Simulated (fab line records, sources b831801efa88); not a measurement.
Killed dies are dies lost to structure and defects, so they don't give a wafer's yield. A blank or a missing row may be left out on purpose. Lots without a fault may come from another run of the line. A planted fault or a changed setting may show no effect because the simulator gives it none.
fab line records | flow sky130
record lots=6 wafers=18 last_day=50
route steps=708 shown LDD_N@252 LDD_P@255 LDD_HVN@267 PAD_OPEN@708
lots that met no fault: from a run of the same line without faults
start_h: hours from the record's first day to the start of the lot's first wafer shown | wait_h: hours since the lot's step before | " the same as in the row above | L1.1+2: a row that stands for several wafers | - no value, or no start given | * or withheld: withheld | < > ~ a bound
route shown NAME@n: a module of which the file shows steps, and the number in the route of the first | usual: mean/standard deviation of fault-free wafers | same: alike in all rows | chamber/n: place in a boat | sites: the reading at each site | _std_site: their standard deviation | _edge_site: outer sites' mean less inner sites' | radius_mm: how far each site lies from the wafer's centre | mask NAME#n: copy n | behind: the tool/chamber that last shaped the wafer | hold: why the lot was held/for how many hours/how that ended | device: the transistor (n, p or np) that didn't switch | end of line: the same wafers' tests at the end of the route | a step without rows: its recipe alone | killed: dies lost to structure and defects at the first sort, not the wafer's yield | map: a wafer's dies, x killed, . not, _ none there
set.NAME: the setting as run; set.NAME@STEP: as run at that earlier step | model.NAME: the simulator's own value behind a step, which no gauge read
lots at some steps of the route; a table a step, a row a wafer
services: from which hour (start_h, from the record's first day; less than 0 if before it) a tool's chamber was out of use, for how many hours, and why
## steps
# step SKY_LDD_N_IMPLANT_15
# recipe species=BF2 energy_kev=50 dose_cm2=5e+12 tilt_deg=30 rotation_deg=270
# step SKY_LDD_N_STRIP_16
# recipe chemistry=O2/N2 power_w=1400 pressure_mtorr=1500 platen_temp_c=withheld o2_flow_sccm=3000 n2_flow_sccm=300 overash_fraction=0.5
# usual drypump_motor_current_A=6.02/0.23 oes_product_au=0.406/0.0052 strip_time_to_endpoint_s=4.305/0.013
# same overash_fraction=0.5
# columns lot.wafer tool chamber start_h wait_h drypump_motor_current_A oes_product_au rf_hours_counter_h strip_time_to_endpoint_s
L963.1 plasma_asher-03 1 414.00 0.1 6.01 0.410 26 4.319
L963.4 " 1 " " 5.96 0.407 - 4.327
L963.5 " 0 " " 6.16 0.414 - 4.315
L973.1 plasma_asher-02 1 500.65 0.1 5.52 0.407 77 4.286
L973.2 " 0 " " 6.37 0.401 77 4.298
L973.3 " 0 " " 6.36 0.407 - 4.298
L978.1 plasma_asher-02 1 546.25 0.1 5.52 0.405 82 4.294
L978.2 " 0 " " 6.37 0.407 82 4.315
L978.6 " 0 " " 6.36 0.407 - 4.318
L980.1 plasma_asher-03 1 554.50 0.1 5.96 0.410 40 4.285
L980.2 " 0 " " 6.13 0.411 40 4.300
L980.5 " 0 " " 6.14 0.403 - 4.302
L982.1 plasma_asher-03 1 572.80 0.1 5.91 0.405 42 4.305
L982.2 " 0 " " 6.16 0.410 42 4.313
L982.4 " 0 " " 6.13 0.399 - 4.307
L984.2 plasma_asher-03 1 581.40 0.1 5.89 0.409 43 4.320
L984.5 " 0 " " 6.18 0.404 - 4.304
L984.6 " 1 " " 5.93 0.402 - 4.299
# step SKY_LDD_N_TW_MEAS_17
# usual LDD_N_TW=2580/14
# columns lot.wafer tool chamber start_h wait_h LDD_N_TW
L963.1 film_metro-02 - 414.10 0.1 2603
L963.4 " - " " 2615
L963.5 " - " " 2585
L973.1 film_metro-02 - 500.75 0.1 2585
L973.2 " - " " 2591
L973.3 " - " " 2595
L978.1 film_metro-04 - 546.35 0.1 2581
L978.2 " - " " 2558
L978.6 " - " " 2566
L980.1 film_metro-04 - 554.60 0.1 2561
L980.2 " - " " 2574
L980.5 " - " " 2569
L982.1 film_metro-02 - 572.90 0.1 2600
L982.2 " - " " 2598
L982.4 " - " " 2592
L984.2 film_metro-04 - 581.51 0.1 2573
L984.5 " - " " 2597
L984.6 " - " " 2594
# step SKY_LDD_P_DEHYDRATE_00
# recipe temp_c=200 time_s=60
# step SKY_LDD_P_HMDS_01
# recipe prime_time_s=60 prime_temp_c=120
# step SKY_LDD_P_COAT_02
# recipe resist=NOVOLAK spin_rpm=2948 resist_thk_nm=1140
# step SKY_LDD_P_SOFTBAKE_03
# recipe temp_c=90 time_s=60 resist=NOVOLAK
# step SKY_LDD_P_EXPOSE_04
# recipe mask_id=PSDM na=0.6 source_shape=conventional sigma_outer=0.6 polarization=unpolarized target_cd_nm=380 dose_mj=138
# step SKY_LDD_P_PEB_05
# recipe temp_c=withheld time_s=* resist=NOVOLAK
# step SKY_LDD_P_DEVELOP_06
# recipe resist=NOVOLAK developer=TMAH develop_time_s=60 dev_temp_c=23
# step SKY_LDD_P_CD_MEAS_07
# recipe target_cd_nm=380
# usual cd_nm=378.9/2.6
# columns lot.wafer tool chamber start_h wait_h cd_nm
L963.1 cd_sem-02 - 444.56 0.1 384.9
L963.4 " - " " 385.0
L963.5 " - " " 383.1
L973.1 cd_sem-02 - 530.31 0.1 380.1
L973.2 " - " " 377.7
L973.3 " - " " 381.2
L978.1 cd_sem-01 - 575.66 0.1 378.8
L978.2 " - " " 376.6
L978.6 " - " " 377.8
L980.1 cd_sem-02 - 583.86 0.1 382.7
L980.2 " - " " 383.2
L980.5 " - " " 383.6
L982.1 cd_sem-01 - 602.06 0.1 380.5
L982.2 " - " " 380.2
L982.4 " - " " 379.5
L984.2 cd_sem-01 - 610.51 0.1 377.4
L984.5 " - " " 378.9
L984.6 " - " " 377.4
# step SKY_LDD_P_OVL_MEAS_08
# usual LDD_P_OVL=0.4/1.2
# columns lot.wafer tool chamber start_h wait_h LDD_P_OVL[nm]
L963.1 overlay-01 - 444.68 0.1 1.7
L963.4 " - " " -0.2
L963.5 " - " " 0.6
L973.1 overlay-01 - 530.43 0.1 -0.2
L973.2 " - " " 1.8
L973.3 " - " " 0.8
L978.1 overlay-01 - 575.78 0.1 0.1
L978.2 " - " " 0.0
L978.6 " - " " 2.6
L980.1 overlay-02 - 583.98 0.1 -1.0
L980.2 " - " " 0.6
L980.5 " - " " -1.3
L982.1 overlay-02 - 602.18 0.1 -0.6
L982.2 " - " " -1.3
L982.4 " - " " 0.3
L984.2 overlay-01 - 610.61 0.1 0.5
L984.5 " - " " 0.1
L984.6 " - " " 0.7
# step SKY_LDD_P_IMPLANT_09
# recipe species=BF2 energy_kev=25 dose_cm2=1e+13 tilt_deg=withheld
# usual beam_energy_keV=25.002/0.0073
# same implant_ion_amu=49
# columns lot.wafer tool chamber start_h wait_h beam_energy_keV model.implant.rp_nm model.implant.drp_nm
L963.1 implanter-01 0 444.72 0.0 24.987 20.12 11.41
L963.4 " 0 " " 24.995 20.12 11.41
L963.5 " 0 " " 24.988 20.12 11.41
L973.1 implanter-02 0 530.47 0.0 25.001 20.67 11.41
L973.2 " 0 " " 24.999 20.67 11.41
L973.3 " 0 " " 24.999 20.67 11.41
L978.1 implanter-01 0 575.82 0.0 28.924 23.39 12.64
L978.2 " 0 " " 28.928 23.39 12.64
L978.6 " 0 " " 28.928 23.39 12.64
L980.1 implanter-01 0 584.02 0.0 28.923 23.21 12.64
L980.2 " 0 " " 28.944 23.21 12.64
L980.5 " 0 " " 28.923 23.21 12.64
L982.1 implanter-02 0 602.22 0.0 25.002 20.2 11.41
L982.2 " 0 " " 24.988 20.2 11.41
L982.4 " 0 " " 24.994 20.2 11.41
L984.2 implanter-04 0 610.67 0.0 25.013 20.72 11.41
L984.5 " 0 " " 25.011 20.72 11.41
L984.6 " 0 " " 25.005 20.72 11.41
# step SKY_LDD_P_STRIP_10
# recipe chemistry=O2/N2 power_w=1400 pressure_mtorr=1500 platen_temp_c=withheld o2_flow_sccm=3000 n2_flow_sccm=300 overash_fraction=0.5
# usual drypump_motor_current_A=5.94/0.15 oes_product_au=0.716/0.0047 strip_time_to_endpoint_s=14.282/0.025
# same overash_fraction=0.5
# columns lot.wafer tool chamber start_h wait_h drypump_motor_current_A oes_product_au rf_hours_counter_h strip_time_to_endpoint_s
L963.1 plasma_asher-04 1 444.87 0.1 6.03 0.716 63 14.297
L963.4 " 1 " " 6.00 0.714 - 14.259
L963.5 " 0 " " 6.07 0.705 - 14.266
L973.1 plasma_asher-01 0 530.62 0.1 5.73 0.713 10 14.269
L973.2 " 1 " " 5.76 0.717 10 14.294
L973.3 " 0 " " 5.72 0.718 - 14.268
L978.1 plasma_asher-04 1 575.97 0.1 5.99 0.712 76 14.263
L978.2 " 0 " " 6.07 0.718 76 14.273
L978.6 " 0 " " 6.11 0.715 - 14.276
L980.1 plasma_asher-01 0 584.17 0.1 5.75 0.713 15 14.293
L980.2 " 1 " " 5.74 0.726 15 14.326
L980.5 " 0 " " 5.74 0.719 - 14.289
L982.1 plasma_asher-03 0 602.37 0.1 6.14 0.717 45 14.312
L982.2 " 1 " " 5.97 0.709 45 14.274
L982.4 " 0 " " 6.15 0.724 - 14.268
L984.2 plasma_asher-01 1 610.79 0.1 5.74 0.719 18 14.321
L984.5 " 0 " " 5.71 0.719 - 14.291
L984.6 " 1 " " 5.75 0.712 - 14.280
# step SKY_LDD_P_TW_MEAS_11
# usual LDD_P_TW=639/6.7
# columns lot.wafer tool chamber start_h wait_h LDD_P_TW
L963.1 film_metro-01 - 444.97 0.1 649
L963.4 " - " " 648
L963.5 " - " " 647
L973.1 film_metro-03 - 530.72 0.1 638
L973.2 " - " " 638
L973.3 " - " " 639
L978.1 film_metro-02 - 576.07 0.1 666
L978.2 " - " " 663
L978.6 " - " " 663
L980.1 film_metro-03 - 584.27 0.1 654
L980.2 " - " " 655
L980.5 " - " " 652
L982.1 film_metro-01 - 602.47 0.1 644
L982.2 " - " " 647
L982.4 " - " " 646
L984.2 film_metro-03 - 610.90 0.1 631
L984.5 " - " " 631
L984.6 " - " " 633
# step SKY_LDD_HVN_DEHYDRATE_00
# recipe temp_c=200 time_s=60
# step SKY_PAD_OPEN_PROBE_99
# usual killed_at_M0_to_M3=43/7.6 killed_at_M4_up=2.8/1.9 killed_at_contacts=24/4.7 killed_at_front_end=16/4.4 killed_at_other=0.2/0.4 killed_dies=86/9.9 killed_on_rim=17/3.9 killed_open=47/8.2 killed_short=39/6.3
# same gross_dies=492 killed_at_back_side=0
# columns lot.wafer tool chamber start_h wait_h killed_at_M0_to_M3 killed_at_M4_up killed_at_contacts killed_at_front_end killed_at_other killed_dies killed_on_rim killed_open killed_short
L963.1 prober-01 - 1083.78 0.1 56 3 20 20 0 99 16 55 44
L963.4 prober-01 - 1083.93 0.2 39 5 18 13 0 75 15 33 42
L963.5 prober-01 - 1083.98 0.2 43 3 29 22 0 97 23 50 47
L973.1 prober-02 - 1138.53 0.1 52 4 18 18 1 93 10 46 47
L973.2 prober-02 - 1138.58 0.1 41 0 20 16 0 77 10 41 36
L973.3 prober-02 - 1138.63 0.2 39 3 28 19 0 89 27 46 43
L978.1 prober-01 - 1170.57 0.1 46 1 27 15 0 89 15 48 41
L978.2 prober-01 - 1170.62 0.1 40 0 25 10 0 75 15 43 32
L978.6 prober-01 - 1170.82 0.2 37 0 25 15 0 77 19 50 27
L980.1 prober-01 - 1174.54 0.1 45 1 23 20 0 89 17 48 41
L980.2 prober-01 - 1174.59 0.1 37 5 19 17 0 78 14 39 39
L980.5 prober-01 - 1174.74 0.2 48 1 23 19 0 91 21 59 32
L982.1 prober-01 - 1181.66 0.1 40 4 33 10 0 87 20 45 42
L982.2 prober-01 - 1181.71 0.1 33 3 22 19 0 77 15 37 40
L982.4 prober-01 - 1181.81 0.2 40 3 28 16 1 88 12 54 34
# killed by level:class
L963.1 VIA1:geometric_particle:open=12 METAL2:geometric_particle:short=11 VIA2:geometric_particle:open=8 LI_CONTACT:geometric_particle:open=7 VIA1:geometric_particle:short=7 FIELD_ISO:geometric_particle:open=6 POLY_GATE:geometric_particle:open=5 CONTACT:geometric_particle:open=5
L963.4 CONTACT:geometric_particle:open=9 VIA3:geometric_particle:open=6 METAL1:geometric_particle:short=5 VIA1:geometric_particle:open=5 VIA2:geometric_particle:open=5 METAL4:geometric_particle:short=5 VIA1:geometric_particle:short=4 METAL3:geometric_particle:short=4
L963.5 LI_CONTACT:geometric_particle:open=10 VIA1:geometric_particle:open=8 CONTACT:geometric_particle:short=6 VIA2:geometric_particle:open=6 METAL1:geometric_particle:short=6 POLY_GATE:geometric_particle:open=5 VIA3:geometric_particle:open=5 LOCAL_INTERCONNECT:geometric_particle:short=5
L973.1 FIELD_ISO:geometric_particle:short=9 VIA2:geometric_particle:open=9 CONTACT:geometric_particle:open=9 METAL3:geometric_particle:short=9 VIA1:geometric_particle:open=8 METAL1:geometric_particle:short=6 VIA3:geometric_particle:open=6 LI_CONTACT:geometric_particle:open=5
L973.2 CONTACT:geometric_particle:open=9 METAL1:geometric_particle:short=9 VIA2:geometric_particle:open=8 METAL2:geometric_particle:short=7 LI_CONTACT:geometric_particle:open=6 FIELD_ISO:geometric_particle:open=5 VIA3:geometric_particle:open=5 FIELD_ISO:geometric_particle:short=3
L973.3 CONTACT:geometric_particle:open=9 POLY_GATE:geometric_particle:open=8 CONTACT:geometric_particle:short=7 VIA2:geometric_particle:open=7 METAL2:geometric_particle:short=7 LOCAL_INTERCONNECT:geometric_particle:short=6 VIA1:geometric_particle:open=5 METAL3:geometric_particle:short=5
L978.1 VIA1:geometric_particle:open=10 CONTACT:geometric_particle:open=8 LI_CONTACT:geometric_particle:open=8 VIA3:geometric_particle:open=7 VIA1:geometric_particle:short=6 METAL1:geometric_particle:short=6 VIA2:geometric_particle:open=6 POLY_GATE:geometric_particle:short=5
L978.2 VIA1:geometric_particle:open=12 CONTACT:geometric_particle:open=8 LI_CONTACT:geometric_particle:open=7 METAL2:geometric_particle:short=7 METAL1:geometric_particle:short=6 FIELD_ISO:geometric_particle:short=4 LOCAL_INTERCONNECT:geometric_particle:short=4 VIA3:geometric_particle:open=4
L978.6 VIA1:geometric_particle:open=11 CONTACT:geometric_particle:open=10 LI_CONTACT:geometric_particle:open=8 VIA2:geometric_particle:open=7 POLY_GATE:geometric_particle:open=6 POLY_GATE:geometric_particle:short=6 VIA3:geometric_particle:open=5 CONTACT:geometric_particle:short=4
L980.1 CONTACT:geometric_particle:open=12 VIA3:geometric_particle:open=9 VIA2:geometric_particle:open=7 POLY_GATE:geometric_particle:short=6 VIA1:geometric_particle:open=6 METAL2:geometric_particle:short=6 METAL1:geometric_particle:short=5 VIA1:geometric_particle:short=5
L980.2 VIA1:geometric_particle:open=8 VIA3:geometric_particle:open=8 CONTACT:geometric_particle:open=7 CONTACT:geometric_particle:short=6 POLY_GATE:geometric_particle:open=5 FIELD_ISO:geometric_particle:open=4 FIELD_ISO:geometric_particle:short=4 POLY_GATE:geometric_particle:short=4
L980.5 CONTACT:geometric_particle:open=11 VIA1:geometric_particle:open=11 VIA3:geometric_particle:open=11 LI_CONTACT:geometric_particle:open=8 VIA1:geometric_particle:short=6 METAL2:geometric_particle:short=5 VIA3:geometric_particle:short=5 FIELD_ISO:geometric_particle:open=4
L982.1 CONTACT:geometric_particle:open=14 VIA1:geometric_particle:open=9 CONTACT:geometric_particle:short=8 METAL1:geometric_particle:short=7 VIA2:geometric_particle:short=6 METAL3:geometric_particle:short=5 VIA3:geometric_particle:open=5 LI_CONTACT:geometric_particle:open=4
L982.2 CONTACT:geometric_particle:open=9 VIA1:geometric_particle:open=8 FIELD_ISO:geometric_particle:short=5 FIELD_ISO:geometric_particle:open=5 POLY_GATE:geometric_particle:short=5 METAL2:geometric_particle:short=5 VIA3:geometric_particle:open=5 LI_CONTACT:geometric_particle:open=4
L982.4 VIA1:geometric_particle:open=14 LI_CONTACT:geometric_particle:open=9 CONTACT:geometric_particle:open=8 VIA2:geometric_particle:open=6 VIA1:geometric_particle:short=6 POLY_GATE:geometric_particle:open=6 CONTACT:geometric_particle:short=6 LOCAL_INTERCONNECT:geometric_particle:short=5
## services
# columns tool chamber start_h hours kind
implanter-04 - 397.28 2.4 repair
plasma_asher-02 - 406.87 28.1 pm
implanter-01 - 420.57 4.5 pm
plasma_asher-01 - 421.25 9.0 pm
plasma_asher-01 0 421.25 9.0 vent_cycle
plasma_asher-01 1 421.25 9.0 vent_cycle
implanter-04 - 425.16 4.6 pm
implanter-02 - 433.57 0.9 repair
plasma_asher-02 - 440.36 0.7 repair
plasma_asher-01 - 447.72 1.9 repair
implanter-02 - 469.20 5.8 pm
plasma_asher-03 - 503.02 2.1 repair
implanter-02 - 503.35 1.3 repair
plasma_asher-03 - 504.32 9.4 repair
plasma_asher-02 - 510.84 2.8 pm
implanter-01 - 516.66 3.5 pm
implanter-01 - 522.52 2.6 repair
plasma_asher-01 - 527.99 2.6 repair
implanter-01 - 541.86 3.3 repair
implanter-01 - 569.36 2.3 repair
plasma_asher-03 - 571.29 1.4 repair
plasma_asher-04 - 579.72 8.7 repair
implanter-01 - 587.72 6.8 repair
implanter-04 - 594.60 5.6 repair
## key
first_sign step=SKY_LDD_P_IMPLANT_09 reading=beam_energy_keV direction=up sigmas=99+ usual=* struck=*
effect step=SKY_LDD_P_TW_MEAS_11 reading=LDD_P_TW direction=up sigmas=2.9 usual=639 struck=659
model_effect step=SKY_LDD_P_IMPLANT_09 value=implant.rp_nm without=20.73 struck=23.3
met_at SKY_LDD_P_IMPLANT_09
struck_wafers L978.1,L978.2,L978.6,L980.1,L980.2,L980.5
tester_left_out L978,L980
onset_between 444.72 575.82
fault kind=process_parameter_drift tool=implanter-01 chamber=- onset_h=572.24 steps=SKY_LDD_P_IMPLANT_09 channel=energy_kev offset=* shape=step end_h=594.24 acts_in=* stated=*
# tester_left_out: of these lots the tester's yield and bins aren't shown, on N5 and GAA mostly nor the transistor test; their killed dies are dies lost to structure and defects alone, not to doping, threshold or leakage, so they don't give the yield
